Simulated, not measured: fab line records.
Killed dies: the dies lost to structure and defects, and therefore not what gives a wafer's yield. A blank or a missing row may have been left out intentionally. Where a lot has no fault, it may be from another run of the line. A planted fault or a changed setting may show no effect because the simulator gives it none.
fab line records    flow sfq_line
[record] lots = 6  wafers = 18  last_day = 97
route steps=325 shown INCOMING@1 L0@3 L0V@16 M0@28 M8@325
lots that met no fault: taken from a fault-free run of the same line
start_h: start of the lot's first displayed wafer, in hours after the record's first day    wait_h: hours elapsed since this lot's preceding step    " unchanged from the row above    L1.1+2: several wafers, shown together as one row    - no value, or no start was given    * or withheld: withheld    < > ~ a bound
route shown NAME@n: names a module that has steps shown in the file, with the first one's number in the route    usual: mean and standard deviation over wafers with no fault    same: alike in all rows    chamber/n: place in a boat    sites: readings site by site    _std_site: the standard deviation of these    _edge_site: inner sites' mean taken away from outer sites' mean    radius_mm: how far each site lies from the wafer's centre    mask NAME#n: copy n    behind: the most recent tool/chamber to have shaped the wafer    hold: cause of the lot's hold/its duration in hours/its outcome    device: which transistor (n, p or np) failed to switch    end of line: tests run on the same wafers once the route is complete    a step given without rows: its recipe and nothing more    killed: dies that structure and defects cost at the first sort, which is not the same as the wafer's yield    map: dies across one wafer; x = killed, . = not, _ = none there
set.NAME: the setting the step ran with; set.NAME@STEP: the setting that earlier step ran with    model.NAME: the simulator's own value behind a step, which no gauge read
lots at selected steps of the route; one table per step, one row per wafer
services: the hour from which a tool's chamber was out of use, counted from the record's first day as start_h (under 0 if before that day), plus the number of hours and why
[[steps]]
[step SFQ_INCOMING_BOW_MEAS_900]
[recipe] mode = bow
[usual] INCOMING_BOW = 0/7
lot.wafer  tool           chamber  start_h  wait_h  INCOMING_BOW[um]
L715.2     film_metro-02  -        20.02    -       -2
L715.3     "              -        "        "       0
L715.4     "              -        "        "       -16
L718.2     film_metro-03  -        35.02    -       -7
L718.3     "              -        "        "       -5
L718.6     "              -        "        "       -1
L721.1     film_metro-03  -        50.00    -       0
L721.2     "              -        "        "       4
L721.6     "              -        "        "       13
L722.4     film_metro-03  -        55.06    -       10
L722.5     "              -        "        "       5
L722.6     "              -        "        "       -9
L731.2     film_metro-01  -        100.02   -       5
L731.5     "              -        "        "       -6
L731.6     "              -        "        "       -1
L735.2     film_metro-01  -        120.02   -       2
L735.3     "              -        "        "       6
L735.4     "              -        "        "       5
[step SFQ_TRILAYER_INCOMING_OXIDATION_002]
[recipe] temp_c = 1000  ambient = H2O  target_thk_a = 5000  p_h2o_torr = 720  ox_time_s = 4939
[step SFQ_TRILAYER_L0_DEP_SPUTTER_003]
[recipe] material = MoNx_KI  base_pressure_pa = 1.33e-06  target_thk_nm = 40  power_w = 800  time_s = 100  chamber_pressure_pa = 0.4
[usual] chamber_pressure_pa = 0.3999/0.00087  throttle_valve_pct = 29.9/1
lot.wafer  tool            chamber  start_h  wait_h  chamber_pressure_pa  throttle_valve_pct  model.MoNx_KI_of_TRILAYER_L0_DEP_SPUTTER_003.thk_nm
L715.2     pvd_sputter-05  -        22.49    0.0     0.3991               30.7                39.67
L715.3     "               -        "        "       0.3993               30.5                39.66
L715.4     "               -        "        "       0.4011               29.5                39.7
L718.2     pvd_sputter-06  -        37.49    0.0     0.3981               31.3                39.84
L718.3     "               -        "        "       0.4008               28.1                40.46
L718.6     "               -        "        "       0.3998               31.5                40.11
L721.1     pvd_sputter-06  -        52.49    0.0     0.3998               28.7                39.63
L721.2     "               -        "        "       0.4016               28.1                24.01
L721.6     "               -        "        "       0.4011               28.2                23.79
L722.4     pvd_sputter-06  -        57.49    0.0     0.3998               31.3                40.35
L722.5     "               -        "        "       0.4005               28.2                24.69
L722.6     "               -        "        "       0.3996               28.4                40.53
L731.2     pvd_sputter-03  -        102.49   0.0     0.3990               28.3                40.09
L731.5     "               -        "        "       0.3997               30.1                39.96
L731.6     "               -        "        "       0.4008               30.0                39.63
L735.2     pvd_sputter-03  -        122.49   0.0     0.3992               28.4                39.64
L735.3     "               -        "        "       0.4006               31.1                39.54
L735.4     "               -        "        "       0.3995               29.8                39.55
[step SFQ_L0_RS_MEAS_901]
[recipe] thk_meas_gauge = four-point-probe  reads = MoNx_KI_of_TRILAYER_L0_DEP_SPUTTER_003
[usual] L0_MONX_KI_RS = 43.5/0.41
lot.wafer  tool           chamber  start_h  wait_h  hold                      L0_MONX_KI_RS[ohm/sq]
L715.2     film_metro-01  -        22.58    0.1     -                         44.0
L715.3     "              -        "        "       -                         44.1
L715.4     "              -        "        "       -                         43.9
L718.2     film_metro-03  -        37.58    0.1     -                         43.6
L718.3     "              -        "        "       -                         43.0
L718.6     "              -        "        "       -                         43.5
L721.1     film_metro-04  -        52.56    0.0     await_dispo/0.2h/release  44.0
L721.2     "              -        "        "       await_dispo/0.2h/release  72.6
L721.6     "              -        "        "       await_dispo/0.2h/release  73.2
L721.1     film_metro-04  -        52.85    0.3     -                         44.0
L721.2     "              -        "        "       -                         72.6
L721.6     "              -        "        "       -                         73.1
L722.4     film_metro-03  -        57.62    0.1     await_dispo/0.2h/release  43.2
L722.5     "              -        "        "       await_dispo/0.2h/release  70.7
L722.6     "              -        "        "       await_dispo/0.2h/release  43.0
L722.4     film_metro-03  -        57.91    0.3     -                         43.1
L722.5     "              -        "        "       -                         70.6
L722.6     "              -        "        "       -                         42.9
L731.2     film_metro-03  -        102.58   0.1     -                         43.5
L731.5     "              -        "        "       -                         43.5
L731.6     "              -        "        "       -                         43.9
L735.2     film_metro-03  -        122.58   0.1     -                         43.9
L735.3     "              -        "        "       -                         44.0
L735.4     "              -        "        "       -                         44.0
[step SFQ_L0_THK_MEAS_902]
[recipe] thk_meas_gauge = xrf  reads = MoNx_KI_of_TRILAYER_L0_DEP_SPUTTER_003
[usual] L0_MONX_KI_THK = 39.7/0.45
lot.wafer  tool           chamber  start_h  wait_h  hold                      L0_MONX_KI_THK[nm]
L715.2     film_metro-01  -        22.69    0.1     -                         39.5
L715.3     "              -        "        "       -                         39.7
L715.4     "              -        "        "       -                         39.8
L718.2     film_metro-03  -        37.69    0.1     -                         39.9
L718.3     "              -        "        "       -                         40.0
L718.6     "              -        "        "       -                         39.7
L721.1     film_metro-04  -        57.11    4.2     await_dispo/0.2h/release  39.2
L721.2     "              -        "        "       await_dispo/0.2h/release  23.9
L721.6     "              -        "        "       await_dispo/0.2h/release  23.7
L721.1     film_metro-04  -        57.34    0.2     -                         39.3
L721.2     "              -        "        "       -                         23.8
L721.6     "              -        "        "       -                         23.5
L722.4     film_metro-03  -        59.24    1.3     await_dispo/0.2h/release  39.8
L722.5     "              -        "        "       await_dispo/0.2h/release  24.4
L722.6     "              -        "        "       await_dispo/0.2h/release  39.9
L722.4     film_metro-03  -        59.47    0.2     -                         39.8
L722.5     "              -        "        "       -                         24.3
L722.6     "              -        "        "       -                         40.0
L731.2     film_metro-03  -        102.69   0.1     -                         39.6
L731.5     "              -        "        "       -                         39.7
L731.6     "              -        "        "       -                         39.2
L735.2     film_metro-03  -        122.69   0.1     -                         39.3
L735.3     "              -        "        "       -                         38.8
L735.4     "              -        "        "       -                         39.3
[step SFQ_TRILAYER_L0_LITHO_COAT_005]
[recipe] resist = KrF  spin_rpm = 3041  resist_thk_nm = 600
[step SFQ_TRILAYER_L0_LITHO_SOFTBAKE_009]
[recipe] temp_c = withheld  time_s = withheld  resist = KrF
[step SFQ_TRILAYER_L0_LITHO_EXPOSE_006]
[recipe] mask_id = L0  na = 0.6  source_shape = conventional  sigma_outer = 0.65  target_cd_nm = 2000  dose_mj = 14.4
[step SFQ_TRILAYER_L0_LITHO_PEB_008]
[recipe] peb_temp_c = 115  peb_time_s = 60  resist = KrF
[step SFQ_TRILAYER_L0_LITHO_DEVELOP_007]
[recipe] time_s = 60  resist = KrF
[step SFQ_TRILAYER_L0_BARC_OPEN_METAL_ETCH_010]
[recipe] mask_material = PR  chemistry = O2  target_depth_nm = 125  target = BARC  icp_w = 600  bias_w = 80  pressure_mtorr = 10  time_s = 41.7
[usual] drypump_motor_current_A = 5.6/0.42  oes_product_au = 0.685/0.0049
[same] time_s = 41.7
lot.wafer  tool          chamber  start_h  wait_h  drypump_motor_current_A  oes_product_au  rf_hours_counter_h
L715.2     rie_metal-01  1        96.51    0.1     5.4                      0.684           166
L715.3     "             1        "        "       5.4                      0.681           -
L715.4     "             0        "        "       5.9                      0.692           -
L718.2     rie_metal-01  1        116.91   0.1     5.4                      0.678           168
L718.3     "             0        "        "       5.9                      0.693           -
L718.6     "             0        "        "       5.9                      0.698           -
L721.1     rie_metal-04  1        157.04   0.1     6.2                      0.693           123
L721.2     "             0        "        "       5.6                      0.681           40
L721.6     "             0        "        "       5.5                      0.676           -
L722.4     rie_metal-01  0        161.86   0.1     5.9                      0.683           -
L722.5     "             0        "        "       5.9                      0.689           -
L722.6     "             1        "        "       5.4                      0.683           -
L731.2     rie_metal-04  0        212.24   0.1     5.6                      0.696           48
L731.5     "             1        "        "       6.2                      0.683           -
L731.6     "             0        "        "       5.6                      0.692           -
L735.2     rie_metal-04  1        233.97   0.1     6.2                      0.683           134
L735.3     "             0        "        "       5.6                      0.688           -
L735.4     "             1        "        "       6.2                      0.691           -
[step SFQ_TRILAYER_L0_ETCH_METAL_ETCH_008]
[recipe] target = MoNx_KI  stop_on = SiO2  mask_material = PR  chemistry = SF6/O2  target_depth_nm = 50  icp_w = 600  bias_w = 80  pressure_mtorr = 10  time_s = 25
[usual] drypump_motor_current_A = 5.6/0.41  oes_product_au = 0.874/0.0067
[same] time_s = 25
lot.wafer  tool          chamber  start_h  wait_h  drypump_motor_current_A  oes_product_au  rf_hours_counter_h
L715.2     rie_metal-01  1        96.57    0.0     5.4                      0.867           166
L715.3     "             1        "        "       5.4                      0.863           -
L715.4     "             0        "        "       5.9                      0.876           -
L718.2     rie_metal-01  1        116.97   0.0     5.4                      0.870           168
L718.3     "             0        "        "       5.9                      0.882           -
L718.6     "             0        "        "       5.9                      0.875           -
L721.1     rie_metal-04  1        157.10   0.0     6.2                      0.866           123
L721.2     "             0        "        "       5.5                      0.677           40
L721.6     "             0        "        "       5.5                      0.671           -
L722.4     rie_metal-01  0        161.92   0.0     5.8                      0.882           -
L722.5     "             0        "        "       5.9                      0.683           -
L722.6     "             1        "        "       5.3                      0.882           -
L731.2     rie_metal-04  0        212.30   0.0     5.6                      0.876           48
L731.5     "             1        "        "       6.2                      0.878           -
L731.6     "             0        "        "       5.6                      0.865           -
L735.2     rie_metal-04  1        234.03   0.0     6.2                      0.870           134
L735.3     "             0        "        "       5.6                      0.877           -
L735.4     "             1        "        "       6.2                      0.860           -
[step SFQ_TRILAYER_L0_STRIP_STRIP_009]
[recipe] gas = O2  power_w = 200  platen_temp_c = 40  overash_fraction = 0.65  chemistry = O2  pressure_mtorr = 50
[usual] drypump_motor_current_A = 5.6/0.41  oes_product_au = 0.998/0.0077
lot.wafer  tool          chamber  start_h  wait_h  drypump_motor_current_A  oes_product_au  rf_hours_counter_h
L715.2     rie_metal-01  1        96.62    0.0     5.3                      1.001           166
L715.3     "             1        "        "       5.3                      1.005           -
L715.4     "             0        "        "       5.9                      1.008           -
L718.2     rie_metal-01  1        117.02   0.0     5.4                      0.986           168
L718.3     "             0        "        "       5.9                      1.000           -
L718.6     "             0        "        "       5.9                      0.999           -
L721.1     rie_metal-04  1        157.15   0.0     6.2                      0.990           123
L721.2     "             0        "        "       5.5                      0.999           40
L721.6     "             0        "        "       5.6                      1.005           -
L722.4     rie_metal-01  0        162.15   0.2     5.9                      1.007           -
L722.5     "             0        "        "       5.9                      0.992           -
L722.6     "             1        "        "       5.4                      1.000           -
L731.2     rie_metal-04  0        212.35   0.0     5.6                      1.000           48
L731.5     "             1        "        "       6.2                      0.996           -
L731.6     "             0        "        "       5.6                      0.990           -
L735.2     rie_metal-04  1        234.07   0.0     6.2                      0.987           134
L735.3     "             0        "        "       5.5                      0.989           -
L735.4     "             1        "        "       6.2                      0.985           -
[step SFQ_TRILAYER_L0_STRIP_SOLV_CLEAN_010]
[recipe] chemistry = NMP  temp_c = 70  time_s = 600
[step SFQ_TRILAYER_L0_CAP_PECVD_011]
[recipe] material = SiO2  temp_c = 150  time_s = 13.333  pressure_torr = 2.4  rf_w = 183.3  precursor = SiH4/N2O  target_thk_nm = 60
[usual] heater_power_w = 77/11  throttle_valve_pct = 24.6/1.4
[same] time_s = 13.333
lot.wafer  tool      chamber  start_h  wait_h  heater_power_w  throttle_valve_pct
L715.2     pecvd-01  1        97.41    0.0     68              24.4
L715.3     "         0        "        "       58              25.7
L715.4     "         0        "        "       59              25.6
L718.2     pecvd-02  1        117.81   0.0     82              24.5
L718.3     "         0        "        "       90              24.2
L718.6     "         0        "        "       90              24.0
L721.1     pecvd-02  0        157.92   0.0     98              23.9
L721.2     "         2        "        "       81              22.7
L721.6     "         2        "        "       81              22.7
L722.4     pecvd-01  2        162.75   0.0     63              27.3
L722.5     "         0        "        "       67              25.4
L722.6     "         2        "        "       64              27.2
L731.2     pecvd-02  1        213.12   0.0     89              24.5
L731.5     "         1        "        "       89              24.6
L731.6     "         2        "        "       69              23.0
L735.2     pecvd-02  1        234.86   0.0     87              24.8
L735.3     "         2        "        "       82              23.1
L735.4     "         1        "        "       88              25.0
[step SFQ_TRILAYER_L0_VIA_LITHO_COAT_018]
[recipe] resist = BARC  spin_rpm = 3000  resist_thk_nm = 62
[step SFQ_TRILAYER_L0_VIA_LITHO_COAT_013]
[recipe] resist = KrF  spin_rpm = 3000  resist_thk_nm = 650
[step SFQ_TRILAYER_L0_VIA_LITHO_SOFTBAKE_017]
[recipe] temp_c = withheld  time_s = withheld  resist = KrF
[step SFQ_TRILAYER_L0_VIA_LITHO_EXPOSE_014]
[recipe] mask_id = L0V  na = 0.6  source_shape = conventional  sigma_outer = 0.65  target_cd_nm = 700  dose_mj = 21.44
[step SFQ_TRILAYER_L0_VIA_LITHO_PEB_016]
[recipe] peb_temp_c = 115  peb_time_s = 60  resist = KrF
[step SFQ_TRILAYER_L0_VIA_LITHO_DEVELOP_015]
[recipe] time_s = 60  resist = KrF
[step SFQ_L0V_OVL_MEAS_903]
[usual] L0V_OVL = -1/5.8
lot.wafer  tool        chamber  start_h  wait_h  L0V_OVL[nm]
L715.2     overlay-02  -        207.45   0.1     2
L715.3     "           -        "        "       6
L715.4     "           -        "        "       2
L718.2     overlay-01  -        230.37   0.1     -4
L718.3     "           -        "        "       -5
L718.6     "           -        "        "       -8
L721.1     overlay-02  -        264.14   0.1     -1
L721.2     "           -        "        "       3
L721.6     "           -        "        "       2
L722.4     overlay-01  -        267.76   0.1     -2
L722.5     "           -        "        "       5
L722.6     "           -        "        "       -1
L731.2     overlay-02  -        331.05   0.1     -8
L731.5     "           -        "        "       -5
L731.6     "           -        "        "       -8
L735.2     overlay-01  -        353.85   0.1     0
L735.3     "           -        "        "       0
L735.4     "           -        "        "       -1
[step SFQ_TRILAYER_L0_VIA_BARC_OPEN_VIA_ETCH_021]
[recipe] mask_material = PR  chemistry = O2  target_depth_nm = 125  target = BARC  source_w = 500  bias_w = 80  pressure_mtorr = 30  time_s = 41.7
[usual] drypump_motor_current_A = 5.7/0.63  oes_product_au = 0.684/0.0043
[same] time_s = 41.7
lot.wafer  tool         chamber  start_h  wait_h  drypump_motor_current_A  oes_product_au  rf_hours_counter_h
L715.2     rie_diel-02  1        207.48   0.0     6.7                      0.685           44
L715.3     "            2        "        "       5.7                      0.687           64
L715.4     "            3        "        "       5.3                      0.685           4
L718.2     rie_diel-04  1        230.40   0.0     5.4                      0.682           4
L718.3     "            3        "        "       4.7                      0.679           16
L718.6     "            1        "        "       5.4                      0.686           -
L721.1     rie_diel-03  0        264.17   0.0     5.7                      0.676           9
L721.2     "            1        "        "       6.3                      0.690           6
L721.6     "            1        "        "       6.3                      0.685           -
L722.4     rie_diel-04  2        267.77   0.0     6.4                      0.690           43
L722.5     "            1        "        "       5.4                      0.683           -
L722.6     "            2        "        "       6.4                      0.683           -
L731.2     rie_diel-04  3        331.08   0.0     4.7                      0.693           18
L731.5     "            2        "        "       6.4                      0.683           -
L731.6     "            1        "        "       5.4                      0.685           -
L735.2     rie_diel-04  1        353.88   0.0     5.4                      0.690           6
L735.3     "            3        "        "       4.7                      0.691           18
L735.4     "            0        "        "       5.7                      0.683           109
[step SFQ_TRILAYER_L0_VIA_ETCH_VIA_ETCH_016]
[recipe] target = SiO2  stop_on = MoNx_KI  mask_material = PR  chemistry = CHF3  target_depth_nm = 80  source_w = 500  bias_w = 80  pressure_mtorr = 30  time_s = withheld
[step SFQ_TRILAYER_L0_VIA_STRIP_STRIP_017]
[recipe] gas = O2  power_w = 200  platen_temp_c = 40  overash_fraction = 0.65  chemistry = O2  pressure_mtorr = 50
[usual] drypump_motor_current_A = 5.7/0.48  oes_product_au = 0.999/0.0075
lot.wafer  tool          chamber  start_h  wait_h  drypump_motor_current_A  oes_product_au  rf_hours_counter_h
L715.2     rie_metal-01  0        207.57   -       5.9                      0.994           15
L715.3     "             1        "        "       5.4                      0.987           -
L715.4     "             0        "        "       5.9                      1.000           -
L718.2     rie_metal-03  1        230.49   -       4.8                      0.989           7
L718.3     "             1        "        "       4.8                      0.992           -
L718.6     "             1        "        "       4.8                      0.986           -
L721.1     rie_metal-03  0        264.26   -       5.5                      0.994           95
L721.2     "             1        "        "       4.9                      0.998           13
L721.6     "             1        "        "       4.9                      1.001           -
L722.4     rie_metal-02  0        268.06   -       6.0                      0.995           -
L722.5     "             0        "        "       6.0                      0.993           -
L722.6     "             1        "        "       6.3                      0.993           -
L731.2     rie_metal-01  0        331.17   -       5.9                      1.003           35
L731.5     "             1        "        "       5.4                      0.995           -
L731.6     "             0        "        "       5.9                      0.995           -
L735.2     rie_metal-01  0        353.97   -       5.9                      1.007           39
L735.3     "             0        "        "       5.9                      1.010           -
L735.4     "             1        "        "       5.4                      0.989           -
[step SFQ_TRILAYER_L0_VIA_STRIP_SOLV_CLEAN_018]
[recipe] chemistry = NMP  temp_c = 70  time_s = 600
[step SFQ_TRILAYER_M0_DEP_PRE_CLEAN_020]
[recipe] gas = Ar  time_s = 15  bias_v = 250
[step SFQ_TRILAYER_M0_DEP_SPUTTER_019]
[recipe] material = Nb  base_pressure_pa = 1.33e-06  chamber_pressure_pa = 0.1333  substrate_temp_c = 20  resputter_cathode_voltage_v = 400  target_thk_nm = 200  power_w = 2000  time_s = 133.3
[step SFQ_M0_RS_MEAS_904]
[recipe] thk_meas_gauge = four-point-probe  reads = Nb_of_TRILAYER_M0_DEP_SPUTTER_019
[usual] M0_NB_RS = 0.893/0.0083
lot.wafer  tool           chamber  start_h  wait_h  M0_NB_RS[ohm/sq]
L715.2     film_metro-02  -        208.49   0.1     0.893
L715.3     "              -        "        "       0.893
L715.4     "              -        "        "       0.896
L718.2     film_metro-02  -        231.45   0.1     0.898
L718.3     "              -        "        "       0.898
L718.6     "              -        "        "       0.891
L721.1     film_metro-01  -        265.17   0.0     0.904
L721.2     "              -        "        "       0.904
L721.6     "              -        "        "       0.892
L722.4     film_metro-01  -        268.81   0.1     0.886
L722.5     "              -        "        "       0.893
L722.6     "              -        "        "       0.893
L731.2     film_metro-04  -        332.08   0.1     0.890
L731.5     "              -        "        "       0.893
L731.6     "              -        "        "       0.897
L735.2     film_metro-02  -        354.88   0.1     0.894
L735.3     "              -        "        "       0.907
L735.4     "              -        "        "       0.895
[step SFQ_TRILAYER_M0_LITHO_COAT_026]
[recipe] resist = BARC  spin_rpm = 3000  resist_thk_nm = 62
[step SFQ_M8_BOW_MEAS_951]
[recipe] mode = bow
[usual] M8_BOW = 9/12
lot.wafer  tool           chamber  start_h  wait_h  M8_BOW[um]  model.etest.l0.ohm_sq  model.etest.l0v.link_ohm  model.etest.l0.ohm_um
L715.2     film_metro-02  -        2072.59  0.0     4           43.87                  44.79                     21.92
L715.3     "              -        "        "       7           43.89                  44.81                     21.95
L715.4     "              -        "        "       -9          43.84                  44.76                     21.92
L718.2     film_metro-03  -        2176.53  0.0     2           43.69                  44.61                     21.86
L718.3     "              -        "        "       3           43.01                  43.94                     21.53
L718.6     "              -        "        "       7           43.39                  44.31                     21.72
L721.1     film_metro-02  -        2199.77  0.0     14          43.92                  44.86                     21.96
L721.2     "              -        "        "       19          72.48                  73.41                     36.21
L721.6     "              -        "        "       29          73.16                  74.07                     36.57
L722.4     film_metro-03  -        2203.47  0.1     30          43.14                  44.05                     21.59
L722.5     "              -        "        "       25          70.51                  71.43                     35.28
L722.6     "              -        "        "       11          42.95                  43.87                     21.51
L731.2     film_metro-03  -        2272.22  0.0     7           43.41                  44.33                     21.71
L731.5     "              -        "        "       -4          43.56                  44.48                     21.77
L731.6     "              -        "        "       0           43.92                  44.85                     21.97
L735.2     film_metro-04  -        2326.78  0.0     25          43.91                  44.83                     21.97
L735.3     "              -        "        "       28          44.02                  44.95                     22.03
L735.4     "              -        "        "       27          44.01                  44.93                     22
[[services]]
tool            chamber  start_h  hours  kind
rie_metal-03    1        19.21    10.5   repair
rie_metal-04    -        34.47    14.6   pm
pecvd-02        -        52.44    6.0    pm
rie_metal-03    0        73.16    1.1    repair
rie_metal-03    -        76.93    2.8    pm
rie_metal-03    -        84.38    1.6    repair
pvd_sputter-06  -        86.18    6.5    repair
rie_diel-04     0        118.89   12.4   repair
rie_metal-01    0        124.44   2.6    repair
rie_metal-03    -        125.00   0.5    repair
pecvd-01        -        133.49   0.5    repair
rie_diel-04     2        136.21   2.2    repair
rie_diel-04     -        140.62   0.6    repair
pvd_sputter-03  -        152.26   1.2    repair
rie_metal-01    0        153.07   1.5    repair
rie_diel-04     1        205.02   2.0    repair
pecvd-02        1        206.01   6.3    repair
pecvd-02        0        225.14   6.5    repair
rie_diel-04     -        234.90   2.8    pm
rie_metal-04    -        264.11   0.5    repair
rie_diel-04     1        285.31   3.2    repair
pecvd-02        -        305.11   2.8    pm
rie_metal-04    0        308.52   43.5   repair
rie_diel-04     1        312.01   8.5    repair
[[key]]
[first_sign] step = SFQ_L0_RS_MEAS_901  reading = visit  direction = added
[effect] step = SFQ_L0_RS_MEAS_901  reading = L0_MONX_KI_RS  direction = up  sigmas = 70  usual = 43.5  struck = 72.2
[effect] step = SFQ_L0_THK_MEAS_902  reading = visit  direction = added
[effect] step = SFQ_L0_THK_MEAS_902  reading = L0_MONX_KI_THK  direction = down  sigmas = 35  usual = 39.7  struck = 24.0
[effect] step = SFQ_TRILAYER_L0_ETCH_METAL_ETCH_008  reading = oes_product_au  direction = down  sigmas = 29  usual = 0.874  struck = 0.677
[model_effect] step = SFQ_TRILAYER_L0_DEP_SPUTTER_003  value = MoNx_KI_of_TRILAYER_L0_DEP_SPUTTER_003.thk_nm  without = 40.34  struck = 24.16
[model_effect] step = SFQ_M8_BOW_MEAS_951  value = etest.l0.ohm_sq  without = 43.15  struck = 72.05
met_at SFQ_TRILAYER_L0_DEP_SPUTTER_003
struck_wafers L721.2,L721.6,L722.5
onset_between 37.49 52.49
[fault] kind = process_parameter_drift  tool = pvd_sputter-06  chamber = -  onset_h = 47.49  steps = SFQ_TRILAYER_L0_DEP_SPUTTER_003  channel = target_thk_nm  offset = -16.177  shape = step  end_h = 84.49  acts_in = these_recipes_only  stated = 40  scope = struck_wafers_only
